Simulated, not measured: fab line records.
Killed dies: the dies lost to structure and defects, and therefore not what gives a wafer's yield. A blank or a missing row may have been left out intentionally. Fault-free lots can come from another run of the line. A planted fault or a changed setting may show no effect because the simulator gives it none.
Shared-tool check -- flow gf180mcu -- Sampled: 13 lots, 39 wafers

THE REASON FOR OPENING IT
GF_HV_LDD_TW_MEAS_11, reading HV_LDD_TW: flagged on 3 of 13 lots. Wafers without a fault read 2389, standard deviation 14.
Rule: a lot gets a flag if all its wafers with a number sit over 4 standard deviations from that mean, or if no wafer of it has a number. The other lots count as sound.

lot,measured,on,"HV_LDD_TW, wafer by wafer",flag
L703,day 10 14:14,film_metro-01,2384 2387 2385,
L704,day 11 01:38,film_metro-01,2817 2824 2833,FLAGGED
L707,day 11 14:05,film_metro-01,2816 2817 2836,FLAGGED
L711,day 12 22:50,film_metro-03,2812 2817 2837,FLAGGED
L714,day 13 22:56,film_metro-01,2377 2379 2377,
L716,day 14 05:43,film_metro-03,2391 2382 2392,
L715,day 14 05:50,film_metro-03,2398 2386 2406,
L719,day 15 08:13,film_metro-03,2403 2412 2405,
L721,day 16 03:11,film_metro-03,2387 2389 2384,
L722,day 16 08:39,film_metro-02,2422 2429 2427,
L723,day 16 08:56,film_metro-01,2377 2382 2368,
L724,day 16 16:05,film_metro-01,2377 2371 2376,
L725,day 17 02:25,film_metro-03,2398 2402 2383,
Average over the flagged lots: 2823; offset from the usual +434, equal to +31 standard deviations.

WHICH TOOL EACH LOT WENT THROUGH
The record holds 1 process step before the reading, out of a route of 602 steps. Each cell gives the tool, then ch followed by the chambers the sampled wafers passed through, then the start.
lot,flag,GF_HV_LDD_IMPLANT_09
L703,,"implanter-03 ch 0, day 10 14:00"
L704,FLAGGED,"implanter-03 ch 0, day 11 01:05"
L707,FLAGGED,"implanter-04 ch 0, day 11 13:31"
L711,FLAGGED,"implanter-04 ch 0, day 12 22:17"
L714,,"implanter-02 ch 0, day 13 22:41"
L716,,"implanter-02 ch 0, day 14 05:28"
L715,,"implanter-02 ch 0, day 14 05:35"
L719,,"implanter-03 ch 0, day 15 08:01"
L721,,"implanter-03 ch 0, day 16 02:56"
L722,,"implanter-02 ch 0, day 16 08:26"
L723,,"implanter-03 ch 0, day 16 08:41"
L724,,"implanter-02 ch 0, day 16 15:50"
L725,,"implanter-03 ch 0, day 17 02:11"
What these steps do:
- GF_HV_LDD_IMPLANT_09
- GF_HV_LDD_TW_MEAS_11

FLAGGED AGAINST TOTAL, ONE TOOL AT A TIME (gauges that did the reading follow at the end)
step,tool,lots run,flagged,share of the flagged lots,sound lots run after its first flagged lot
GF_HV_LDD_IMPLANT_09,implanter-02,5,0,none,-
GF_HV_LDD_IMPLANT_09,implanter-03,6,1,some,"4 (L719,L721,L723,L725)"
GF_HV_LDD_IMPLANT_09,implanter-04,2,2,some,0
GF_HV_LDD_TW_MEAS_11,film_metro-01,6,2,some,"3 (L714,L723,L724)"
GF_HV_LDD_TW_MEAS_11,film_metro-02,1,0,none,-
GF_HV_LDD_TW_MEAS_11,film_metro-03,6,1,some,"5 (L716,L715,L719,L721,L725)"

WHAT THE TABLE PERMITS
No row of the table ran every flagged lot.

WHAT THE SIMULATOR HAD INSERTED
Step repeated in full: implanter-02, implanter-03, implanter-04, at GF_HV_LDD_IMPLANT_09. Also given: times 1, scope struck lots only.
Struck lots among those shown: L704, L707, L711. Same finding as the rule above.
